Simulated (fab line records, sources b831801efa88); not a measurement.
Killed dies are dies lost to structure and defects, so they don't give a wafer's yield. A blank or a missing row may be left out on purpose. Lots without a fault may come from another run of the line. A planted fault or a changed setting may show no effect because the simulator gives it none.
Problem report in the 8D (eight disciplines) form, filled by code | flow gf180mcu | the parts of the form that need people (team, actions taken, sign-off) are left out

1. THE PROBLEM
V1_CVD_00_THK at GF_V1_THK_MEAS_01 reads a mean of 718 nm on 6 wafers of 2 lots; wafers without a fault read 598 nm with a standard deviation of 6.4. That is +19 standard deviations from the usual mean.
First seen on wafer L886.1, day 22 01:50, on film_metro-01. The record holds 36 wafers of 12 lots with a number at this step. Rule for "out", or "out of limits": more than 4 standard deviations from the usual mean. The other wafers with a number count as sound.

2. WHAT IT IS AND WHAT IT IS NOT
question                    | is                           | is not
which readings at this step | V1_CVD_00_THK                | -
which lots                  | L886, L887                   | L873, L874, L876, L877, L879, L881, L885, L894, L895, L896
which wafers of those lots  | all that have a number       | -
read on which gauges        | film_metro-01, film_metro-04 | film_metro-02
when                        | from day 22 01:50            | up to then (21 sound wafers); but 9 sound wafers of L894, L895, L896 came after

3. SUSPECTS, AND WHAT RULES EACH OUT
Counting: a tool at a process step up to the reading stays a suspect if it ran every lot that is out and no sound lot after the first of them.
- the gauge at GF_V1_THK_MEAS_01: ruled out. The wafers that are out were read on 2 gauges (film_metro-01, film_metro-04).
- cvd_w-01 at GF_CONTACT_CVD_24 (deposits W, target thk 300 nm, time 90.339 s): ruled out as a lasting fault. Sound lots L894, L896 ran on it after its first lot that is out, L886 (day 21 00:19).
- hdpcvd-01 at GF_V1_CVD_00 (deposits SiO2, target thk 600 nm, time 100 s): ruled out as a lasting fault. Sound lots L895, L894 ran on it after its first lot that is out, L886 (day 22 01:44).
Left after counting: nothing in the record.

4. THE CAUSE (what the simulator had put in)
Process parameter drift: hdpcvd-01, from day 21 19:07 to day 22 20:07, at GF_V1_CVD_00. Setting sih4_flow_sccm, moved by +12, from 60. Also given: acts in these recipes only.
Counting ruled it out, wrongly: the rule takes a fault to strike every lot that its tool runs from its start on, and this one did not.

5. THE CHAIN OF EFFECTS, in route order
Each row: a reading whose mean over the struck wafers that have a number lies more than 3 standard deviations from the usual. Only readings for which the record gives a usual standard deviation are gone through. hours: the time from each lot's start at the first step in this table that gives one to its start at this step, as a median over the lots. sigmas: the change in usual standard deviations.
hours | step              | reading        | usual      | on struck wafers | change | sigmas
0     | GF_V1_CVD_00      | sih4_flow_sccm | 59.99 sccm | 72.11            | +12.12 | +76
0     | GF_V1_THK_MEAS_01 | V1_CVD_00_THK  | 598 nm     | 718              | +120   | +19
The process steps in it:
- GF_V1_CVD_00: deposits SiO2, target thk 600 nm, time 100 s.

6. WHAT WOULD HAVE CAUGHT IT SOONER
In this record the first reading out of limits at a measuring or inspecting step was taken at day 22 01:50, 7 hours after the fault began at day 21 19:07.
The tool's own readings at GF_V1_CVD_00 were out on every struck wafer that the step has a row for (sih4_flow_sccm): an alarm limit on them would have fired on the first of those.
